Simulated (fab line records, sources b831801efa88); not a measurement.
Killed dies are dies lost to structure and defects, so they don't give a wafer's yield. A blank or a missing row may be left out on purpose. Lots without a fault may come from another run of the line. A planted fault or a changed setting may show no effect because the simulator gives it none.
Which tool did it? | flow gf180mcu | 13 lots, 39 wafers sampled, at 2 steps of a route of 602

WHAT THE GAUGES READ, wafer by wafer
GF_V5_RS_MEAS_24: measures by four-point-probe. Usual: V5_W_RS 0.329 ohm/sq, standard deviation 0.0035.
lot  | measured     | on            | V5_W_RS (ohm/sq)  | flag
L683 | day 27 08:15 | film_metro-03 | 0.325 0.329 0.330 |
L684 | day 27 13:29 | film_metro-03 | 0.332 0.330 0.339 |
L685 | day 27 23:07 | film_metro-03 | 0.328 0.322 0.323 |
L686 | day 28 09:51 | film_metro-04 | 0.332 0.331 0.326 |
L688 | day 28 23:40 | film_metro-02 | 0.324 0.326 0.324 |
L690 | day 29 15:47 | film_metro-03 | 0.331 0.331 0.335 |
L692 | day 30 10:16 | film_metro-02 | 0.336 0.333 0.334 |
L693 | day 30 15:11 | film_metro-04 | 0.328 0.330 0.335 |
L694 | day 30 16:34 | film_metro-04 | 0.323 0.329 0.327 |
L695 | day 31 00:56 | film_metro-03 | 0.323 0.327 0.323 |
L700 | day 32 05:12 | film_metro-02 | 0.327 0.329 0.331 |
L702 | day 32 18:39 | film_metro-04 | 0.330 0.328 0.333 |
L703 | day 33 00:37 | film_metro-03 | 0.330 0.331 0.331 |

WHICH TOOL RAN EACH LOT (tool, then ch and the chambers of the sampled wafers, then the start)
lot  | GF_STI_ETCH_13
L683 | rie_diel-03 ch 0,1,2, day 2 01:20
L684 | rie_diel-03 ch 0,1,3, day 2 06:23
L685 | rie_diel-02 ch 1,2, day 2 11:11
L686 | rie_diel-02 ch 0,1,2, day 2 17:31
L688 | rie_diel-03 ch 1,2,3, day 3 04:05
L690 | rie_diel-01 ch 0,1, day 3 16:02
L692 | rie_diel-02 ch 0,1, day 4 00:08
L693 | rie_diel-02 ch 0,1,2, day 4 05:22
L694 | rie_diel-03 ch 0,1,2, day 4 10:38
L695 | rie_diel-02 ch 1,2,3, day 4 16:53
L700 | rie_diel-01 ch 0,1, day 5 18:56
L702 | rie_diel-01 ch 0,1,2, day 6 03:50
L703 | rie_diel-01 ch 0,1,3, day 6 09:38
- GF_STI_ETCH_13: etches the open film in CHF3/O2, stops on Si, target depth 282.31 nm, time 112.9 s.

WHAT THE TOOLS THEMSELVES READ (means of the sampled wafers that have a number; where no wafer has one, the mark that the record gives instead)
GF_STI_ETCH_13. Usual: O2_flow_sccm 5.002 sccm, standard deviation 0.015; bias_w 199.9 W, standard deviation 0.62; drypump_motor_current_A 5.6 A, standard deviation 0.47; oes_product_au 0.833 a.u., standard deviation 0.0071; throttle_valve_pct 8.809 %, standard deviation 0.0083.
lot  | tool        | O2_flow_sccm (sccm) | bias_w (W) | drypump_motor_current_A (A) | oes_product_au (a.u.) | throttle_valve_pct (%) | flag
L683 | rie_diel-03 | 5.012               | 200.0      | 5.6                         | 0.828                 | 8.804                  |
L684 | rie_diel-03 | 4.994               | 200.1      | 5.4                         | 0.824                 | 8.801                  |
L685 | rie_diel-02 | 5.008               | 200.1      | 5.4                         | 0.828                 | 8.813                  |
L686 | rie_diel-02 | 5.003               | 200.3      | 5.8                         | 0.838                 | 8.810                  |
L688 | rie_diel-03 | 4.997               | 200.0      | 5.3                         | 0.825                 | 8.808                  |
L690 | rie_diel-01 | 4.985               | 200.3      | 5.7                         | 0.830                 | 8.806                  |
L692 | rie_diel-02 | 4.999               | 200.0      | 5.7                         | 0.834                 | 8.818                  |
L693 | rie_diel-02 | 5.002               | 198.8      | 5.9                         | 0.829                 | 8.810                  |
L694 | rie_diel-03 | 5.008               | 199.8      | 5.6                         | 0.833                 | 8.816                  |
L695 | rie_diel-02 | 4.983               | 200.0      | 5.4                         | 0.829                 | 8.815                  |
L700 | rie_diel-01 | 4.999               | 199.8      | 5.7                         | 0.833                 | 8.808                  |
L702 | rie_diel-01 | 5.011               | 200.4      | 5.9                         | 0.836                 | 8.804                  |
L703 | rie_diel-01 | 5.003               | 200.2      | 5.7                         | 0.825                 | 8.807                  |

THE ANSWER, worked out from the rows above alone
Rule: a lot is off if the mean of its wafers that have a number lies more than 3 standard deviations from the usual mean. A lot without any number at a reading at which 4 lots or more have one is off too. The other lots that the step has rows for count as sound. The gauges are gone through in route order, then the tools' own readings, and for those a lot's mean is taken as printed above. The first step at which some lot is off is used, and at that step the reading that is off furthest; a lot without a number counts as furthest.
No lot is off at any reading shown: from this, nothing can be told.

WHAT THE SIMULATOR HAD PUT IN
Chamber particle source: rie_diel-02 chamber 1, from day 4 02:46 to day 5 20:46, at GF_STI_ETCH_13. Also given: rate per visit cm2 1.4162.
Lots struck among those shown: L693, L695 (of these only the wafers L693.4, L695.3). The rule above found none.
